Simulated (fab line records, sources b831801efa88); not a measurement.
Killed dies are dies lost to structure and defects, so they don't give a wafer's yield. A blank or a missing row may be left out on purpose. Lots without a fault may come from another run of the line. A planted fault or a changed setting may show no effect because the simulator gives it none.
One fault seen from 2 desks | flow sky130 | each desk has only its own numbers; what lay behind them comes last

THE METROLOGY DESK
What the gauges read, lot by lot, whatever tool the lot ran on: means of the sampled wafers that have a number. A lot is out of limits, marked OUT, if its mean lies more than 4 standard deviations from the usual mean; the brackets give that distance.
Columns: A = cd_nm at SKY_VIA1_CD_MEAS_12, usual 150.4 nm; B = METAL5_ALCU_THK at SKY_METAL5_THK_MEAS_06, usual 1144 nm
lot  | first seen here | A     | B
L234 | day 33 22:11    | 152.0 | 1128
L235 | day 34 00:09    | 147.7 | 1140
L236 | day 34 07:18    | 152.0 | 1143
L238 | day 36 07:34    | 150.1 | -
L240 | day 36 09:41    | 150.2 | -
L242 | day 36 14:35    | 149.0 | 1123
L246 | day 38 02:46    | 149.3 | 1099
L247 | day 38 06:04    | 149.3 | 1135
L249 | day 38 10:48    | 149.2 | 1136
L248 | day 38 13:15    | 151.5 | 1153
L252 | day 39 09:10    | 150.4 | 1123
L255 | day 40 01:59    | 151.3 | 1143
This desk's finding: nothing out of limits on any of the 12 lots.

THE TOOL OWNER'S DESK: pvd_sputter-01
The tool's own readings at SKY_METAL4_SPUTTER_02 (material AlCu, target thk 735 nm, time 39.1 s): means of the sampled wafers that have a number, for each lot that ran on this tool. A lot is out of limits, marked OUT, if its mean lies more than 4 standard deviations from the usual mean; the brackets give that distance.
Columns: A = chamber_pressure_pa at SKY_METAL4_SPUTTER_02, usual 0.4001 Pa; B = throttle_valve_pct at SKY_METAL4_SPUTTER_02, usual 29.7 %
lot  | first seen here | A      | B
L234 | day 39 16:22    | 0.4000 | 29.9
L235 | day 39 21:02    | 0.4002 | 29.8
L238 | day 41 21:58    | 0.4001 | 30.0
L240 | day 42 03:56    | 0.3997 | 29.3
This desk's finding: nothing out of limits on any of the 4 lots.

PUT TOGETHER
The metrology desk saw nothing out of limits.
The tool owner's desk saw nothing out of limits.

WHAT THE SIMULATOR HAD PUT IN
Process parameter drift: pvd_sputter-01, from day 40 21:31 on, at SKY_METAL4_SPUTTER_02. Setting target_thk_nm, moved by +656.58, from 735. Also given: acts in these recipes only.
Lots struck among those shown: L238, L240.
